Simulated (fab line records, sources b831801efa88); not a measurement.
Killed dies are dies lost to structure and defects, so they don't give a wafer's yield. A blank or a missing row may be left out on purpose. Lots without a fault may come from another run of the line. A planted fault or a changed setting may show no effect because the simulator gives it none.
Problem report in the 8D (eight disciplines) form, filled by code | flow sky130 | the parts of the form that need people (team, actions taken, sign-off) are left out

1. THE PROBLEM
NWELL_RS at SKY_NWELL_RS_MEAS_29 reads a mean of 642.3 ohm/sq on 6 wafers of 2 lots; wafers without a fault read 624.6 ohm/sq with a standard deviation of 1.7. That is +10 standard deviations from the usual mean.
The step: measures by four-point-probe.
First seen on wafer L926.1, day 8 02:18, on film_metro-03. The record holds 30 wafers of 10 lots with a number at this step. Rule for "out", or "out of limits": more than 4 standard deviations from the usual mean. The other wafers with a number count as sound.

2. WHAT IT IS AND WHAT IT IS NOT
question                    | is                     | is not
which readings at this step | NWELL_RS               | -
which lots                  | L926, L927             | L916, L918, L923, L930, L931, L932, L933, L936
which wafers of those lots  | all that have a number | -
read on which gauges        | film_metro-03          | film_metro-02, film_metro-04
when                        | from day 8 02:18       | up to then (9 sound wafers); but 15 sound wafers of L930, L931, L932, L933, L936 came after

3. SUSPECTS, AND WHAT RULES EACH OUT
Counting: a tool at a process step up to the reading stays a suspect if it ran every lot that is out and no sound lot after the first of them.
- the gauge at SKY_NWELL_RS_MEAS_29: ruled out. All the wafers that are out were read on film_metro-03, but those of them that SKY_NWELL_IMPLANT_11 has rows for are out there too, on other tools.
- rie_si-01 at SKY_FIELD_ISO_ETCH_17 (etches Si in HBr/Cl2/O2, target depth 342 nm, time 97.7 s): ruled out as a lasting fault. Sound lots L930 ran on it after its first lot that is out, L926 (day 4 14:11).
- implanter-03 at SKY_NWELL_IMPLANT_11: kept. It ran every lot that is out, first L926 (day 7 05:52), and no sound lot after that; its last sound lot up to then is L918 (day 5 02:56). Its own readings are out on those wafers: beam_energy_keV.
Left after counting: implanter-03 at SKY_NWELL_IMPLANT_11.

4. THE CAUSE (what the simulator had put in)
Process parameter drift: implanter-03, from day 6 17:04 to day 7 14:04, at SKY_NWELL_IMPLANT_11. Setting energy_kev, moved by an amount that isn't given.
Counting left only this tool.

5. THE CHAIN OF EFFECTS, in route order
Each row: a reading whose mean over the struck wafers that have a number lies more than 3 standard deviations from the usual. Only readings for which the record gives a usual standard deviation are gone through. hours: the time from each lot's start at the first step in this table that gives one to its start at this step, as a median over the lots. sigmas: the change in usual standard deviations.
hours | step                 | reading         | usual        | on struck wafers | change | sigmas
0     | SKY_NWELL_IMPLANT_11 | beam_energy_keV | 400.01       | 359.93           | -40.08 | -99 or more
21    | SKY_NWELL_RS_MEAS_29 | NWELL_RS        | 624.6 ohm/sq | 642.3            | +17.7  | +10
The process steps in it:
- SKY_NWELL_IMPLANT_11
Later measuring or inspecting steps at which every struck wafer that the step has a row for has a number for every such reading, and none has moved that far: SKY_NWELL_RS_MEAS_31.

6. WHAT WOULD HAVE CAUGHT IT SOONER
In this record the first reading out of limits at a measuring or inspecting step was taken at day 8 02:18, 33 hours after the fault began at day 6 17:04.
The tool's own readings at SKY_NWELL_IMPLANT_11 were out on every struck wafer that the step has a row for (beam_energy_keV): an alarm limit on them would have fired on the first of those.
All the lots that are out (2) had begun SKY_NWELL_IMPLANT_11 on implanter-03 by day 8 02:18. A hold on the tool at that time would have spared none of them.
